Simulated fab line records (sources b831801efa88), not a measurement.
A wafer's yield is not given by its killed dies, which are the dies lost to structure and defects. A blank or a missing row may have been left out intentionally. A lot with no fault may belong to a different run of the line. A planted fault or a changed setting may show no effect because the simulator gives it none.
Chamber matching :: flow gf180mcu :: GF_V4_CVD_00 on hdpcvd-01 has 3 sister chambers
The step deposits SiO2, target thk 600 nm, time 100 s. 15 wafers are shown with their chamber, then 7 later ones without.

WAFERS PAIRED WITH THEIR CHAMBERS
wafer: L130.1
chamber: 0
sih4_flow_sccm (sccm): 60.13

wafer: L130.2
chamber: 1
sih4_flow_sccm (sccm): 60.04

wafer: L130.6
chamber: 0
sih4_flow_sccm (sccm): 60.00

wafer: L132.1
chamber: 0
sih4_flow_sccm (sccm): 59.91

wafer: L132.2
chamber: 2
sih4_flow_sccm (sccm): 59.83

wafer: L132.3
chamber: 1
sih4_flow_sccm (sccm): 60.12

wafer: L133.2
chamber: 0
sih4_flow_sccm (sccm): 60.11

wafer: L133.3
chamber: 1
sih4_flow_sccm (sccm): 60.21

wafer: L133.5
chamber: 2
sih4_flow_sccm (sccm): 59.99

wafer: L134.1
chamber: 2
sih4_flow_sccm (sccm): 60.03

wafer: L134.5
chamber: 1
sih4_flow_sccm (sccm): 60.40

wafer: L134.6
chamber: 0
sih4_flow_sccm (sccm): 59.89

wafer: L138.1
chamber: 0
sih4_flow_sccm (sccm): 59.99

wafer: L138.3
chamber: 1
sih4_flow_sccm (sccm): 59.95

wafer: L138.6
chamber: 2
sih4_flow_sccm (sccm): 60.29

SIGNATURES (averages over the wafers above)
reading: sih4_flow_sccm
chamber 0: 60.0050
chamber 1: 60.1440
chamber 2: 60.0350
scatter within a chamber: 0.152
Rule: a wafer's distance from a chamber is the root of the sum, over the readings, of the square of ((its reading less the chamber's mean) divided by the reading's scatter). If the next closest chamber is less than 2 further off than the closest, the wafer can't be placed; otherwise it belongs to the closest. The scatter: take each reading less its chamber's mean, square it, sum over the shown wafers, divide by the number of wafers less the number of chambers, and take the root.

WAFERS MISSING THEIR CHAMBER
wafer: L139.1
sih4_flow_sccm (sccm): 59.95

wafer: L139.4
sih4_flow_sccm (sccm): 60.02

wafer: L139.6
sih4_flow_sccm (sccm): 60.11

wafer: L141.4
sih4_flow_sccm (sccm): 59.93

wafer: L141.6
sih4_flow_sccm (sccm): 60.04

wafer: L142.2
sih4_flow_sccm (sccm): 60.20

wafer: L142.5
sih4_flow_sccm (sccm): 60.09

THE CHAMBER EACH PASSED THROUGH
wafer: L139.1
from the rows above: can't be placed: 0 or 2 or 1
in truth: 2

wafer: L139.4
from the rows above: can't be placed: 2 or 0 or 1
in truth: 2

wafer: L139.6
from the rows above: can't be placed: 1 or 2 or 0
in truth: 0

wafer: L141.4
from the rows above: can't be placed: 0 or 2 or 1
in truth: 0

wafer: L141.6
from the rows above: can't be placed: 2 or 0 or 1
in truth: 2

wafer: L142.2
from the rows above: can't be placed: 1 or 2 or 0
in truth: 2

wafer: L142.5
from the rows above: can't be placed: 1 or 2 or 0
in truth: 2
Placed correctly: 0 of 7. From these rows, 7 cannot be placed; in 7 the true chamber is one of the candidates. Placed wrongly: 0.
